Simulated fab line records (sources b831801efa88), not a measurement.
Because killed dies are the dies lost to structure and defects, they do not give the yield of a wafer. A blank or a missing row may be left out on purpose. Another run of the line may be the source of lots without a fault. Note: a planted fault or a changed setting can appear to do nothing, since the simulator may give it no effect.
Which tool did it? + flow sky130 + 39 wafers from 13 lots sampled at 2 of the route's 708 steps

WHAT THE GAUGES READ, wafer by wafer
SKY_FIELD_ISO_THK_MEAS_02.
| lot  | measured    | on            | FIELD_ISO_OXIDATION_00_THK (nm) |
|------|-------------|---------------|---------------------------------|
| L214 | day 1 12:37 | film_metro-02 | 11.74 11.71 12.07               |
| L215 | day 1 16:38 | film_metro-03 | 12.32 12.13 12.18               |
| L216 | day 1 21:38 | film_metro-02 | 11.66 11.82 12.01               |
| L217 | day 2 04:59 | film_metro-02 | 12.11 11.94 12.06               |
| L218 | day 2 08:20 | film_metro-03 | 12.03 11.97 12.05               |
| L219 | day 2 12:38 | film_metro-02 | 12.34 12.06 12.21               |
| L220 | day 2 17:39 | film_metro-02 | 12.00 11.97 12.11               |
| L224 | day 3 13:38 | film_metro-03 | 12.24 12.12 12.00               |
| L229 | day 4 14:55 | film_metro-03 | 12.23 12.38 12.30               |
| L230 | day 4 20:29 | film_metro-03 | 12.16 12.01 11.92               |
| L232 | day 5 06:19 | film_metro-02 | 11.91 11.84 11.98               |
| L233 | day 5 11:07 | film_metro-01 | 11.71 11.74 11.74               |
| L234 | day 5 15:38 | film_metro-03 | 12.14 12.35 12.17               |

SKY_FIELD_ISO_THK_MEAS_04.
| lot  | measured    | on            | FIELD_ISO_CVD_03_THK (nm) |
|------|-------------|---------------|---------------------------|
| L214 | day 1 15:30 | film_metro-01 | 165.9 163.9 165.1         |
| L215 | day 1 19:43 | film_metro-01 | 166.3 165.1 164.9         |
| L216 | day 2 01:07 | film_metro-02 | 166.4 165.5 165.9         |
| L217 | day 2 07:41 | film_metro-02 | 165.6 167.4 165.3         |
| L218 | day 2 11:44 | film_metro-02 | 167.8 167.4 167.4         |
| L219 | day 2 14:29 | film_metro-01 | 162.5 163.6 162.8         |
| L220 | day 2 20:23 | film_metro-02 | 166.2 166.1 165.7         |
| L224 | day 3 17:44 | film_metro-01 | 165.7 169.1 166.1         |
| L229 | day 4 18:35 | film_metro-02 | 168.0 167.1 166.3         |
| L230 | day 4 23:59 | film_metro-02 | 164.5 163.8 163.7         |
| L232 | day 5 08:10 | film_metro-01 | 165.7 165.9 166.8         |
| L233 | day 5 16:19 | film_metro-03 | 165.5 165.9 167.4         |
| L234 | day 5 18:07 | film_metro-02 | 161.7 161.9 162.7         |

TOOL THAT RAN EACH LOT (tool first, then ch and the chambers of the sampled wafers, then the start)
Before these readings, the record contains no process step.

WHAT THE TOOLS THEMSELVES READ (means of the sampled wafers that have a number; where no wafer has one, the mark that the record gives instead)
The record holds no such reading with a usual standard deviation.

THE ANSWER, worked out from the rows above alone
Rule: the lots themselves supply what counts as usual. Put in order of their means at a reading, lots are off if they are a third of the lots or fewer, leave a main group of 4 or more, and stand apart from it by a gap of 3 or more times the standard deviation of the main group's means; of several such gaps the widest counts. A main group whose means are all the same, to the digits that the tables above print for the reading, isn't used. A lot without any number at a reading at which 4 lots or more have one is off too. Where the step has rows for the other lots, those lots are counted as sound. First the gauges in route order, then the tools' own readings, where a lot's mean is used as printed above. The first step at which some lot is off is used, and at that step the reading that is off furthest; a lot without a number counts as furthest.
Across all readings shown, no lot is off: no conclusion can be drawn from this.

WHAT THE SIMULATOR HAD INSERTED
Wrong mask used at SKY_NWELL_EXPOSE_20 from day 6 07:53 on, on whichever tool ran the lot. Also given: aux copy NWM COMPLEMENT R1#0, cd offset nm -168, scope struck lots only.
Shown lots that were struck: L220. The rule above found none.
